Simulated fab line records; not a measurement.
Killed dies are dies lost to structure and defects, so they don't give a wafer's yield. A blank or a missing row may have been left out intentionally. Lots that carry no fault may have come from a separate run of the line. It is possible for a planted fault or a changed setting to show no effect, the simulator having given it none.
8D (eight disciplines) problem report, filled in by code -- flow sky130 -- the parts of the form that need people (team, actions taken, sign-off) are left out

1. WHAT IS WRONG
Across 2 wafers from 2 lots, VIA1_HDPCVD_THK at SKY_VIA1_THK_MEAS_01 averages 938 nm, while fault-free wafers read 1026 nm with a standard deviation of 13. That puts it -6.8 standard deviations away from the usual mean.
The first sign was on wafer L356.3 at day 39 04:25, on film metro-01. At this step, 34 wafers from 12 lots have a number in the record. Rule for "out" (also "out of limits"): further than 4 standard deviations from the usual mean. Any other wafer with a number is counted as sound.

2. WHAT IT IS, WHAT IT ISN'T
question,is,is not
which readings at this step,VIA1_HDPCVD_THK,-
which lots,"L356, L357","L338, L339, L340, L343, L344, L345, L347, L348, L349, L350"
which wafers of those lots,"L356.3, L357.3","L356.4, L357.2"
read on which gauges,film metro-01,"film metro-02, film metro-03"
when,from day 39 04:25,up to then (31 sound wafers); but 1 sound wafer of L357 came after

3. SUSPECTS, AND WHAT RULES EACH OUT
Counting: a tool at a process step up to the reading stays a suspect if it ran every lot that is out. Sound lots after the first of them don't rule it out here, since some wafers of a struck lot are sound.
- the gauge at SKY_VIA1_THK_MEAS_01 has been ruled out. All the wafers that are out were read on film metro-01, but those of them that SKY_VIA1_HDPCVD_00 has rows for are out there too, on other tools.
- hdpcvd-02 at SKY_VIA1_HDPCVD_00 (deposits SiO2, target thk 1030 nm, time 171.7 s): kept. Ran every lot that is out, first one L356 (day 39 04:17); last sound lot up to then L348 (day 36 16:40). Its own readings are out on those wafers: run length s.
- Within hdpcvd-02 at SKY_VIA1_HDPCVD_00: the wafers that are out ran in chambers 0, 1; their sound lot-mates ran in chamber 2.
Remaining after the count: hdpcvd-02 at SKY_VIA1_HDPCVD_00.

4. THE CAUSE (what the simulator had put in)
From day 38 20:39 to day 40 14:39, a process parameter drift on hdpcvd-02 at SKY_VIA1_HDPCVD_00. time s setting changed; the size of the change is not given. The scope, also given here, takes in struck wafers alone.
The count eliminated every tool but this one.

5. THE CHAIN OF EFFECTS, in route order
Rows list readings where the struck wafers' mean (over those with a number) sits beyond 3 standard deviations from the usual. Only readings for which the record gives a usual standard deviation are gone through. hours: the time from each lot's start at the first step in this table that gives one to its start at this step, as a median over the lots. sigmas: the change in usual standard deviations.
hours,step,reading,usual,on struck wafers,change,sigmas
0,SKY_VIA1_HDPCVD_00,run length s,199.4 s,186.0,-13.4,-35
0,SKY_VIA1_THK_MEAS_01,VIA1_HDPCVD_THK,1026 nm,938,-88,-6.8
Its process steps:
- SKY_VIA1_HDPCVD_00: deposits SiO2, target thk 1030 nm, time 171.7 s.

6. HOW IT WOULD HAVE BEEN CAUGHT EARLIER
The first out-of-limits reading at a measuring or inspecting step in this record came at day 39 04:25, 8 hours after the fault's start at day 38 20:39.
Tool's own readings at SKY_VIA1_HDPCVD_00, run length s: out on all struck wafers the step has rows for; an alarm limit on them would have tripped on the first.
Among the 2 lots that are out, L357 began SKY_VIA1_HDPCVD_00 on hdpcvd-02 after day 39 04:25. A hold on the tool at that time would have spared it.
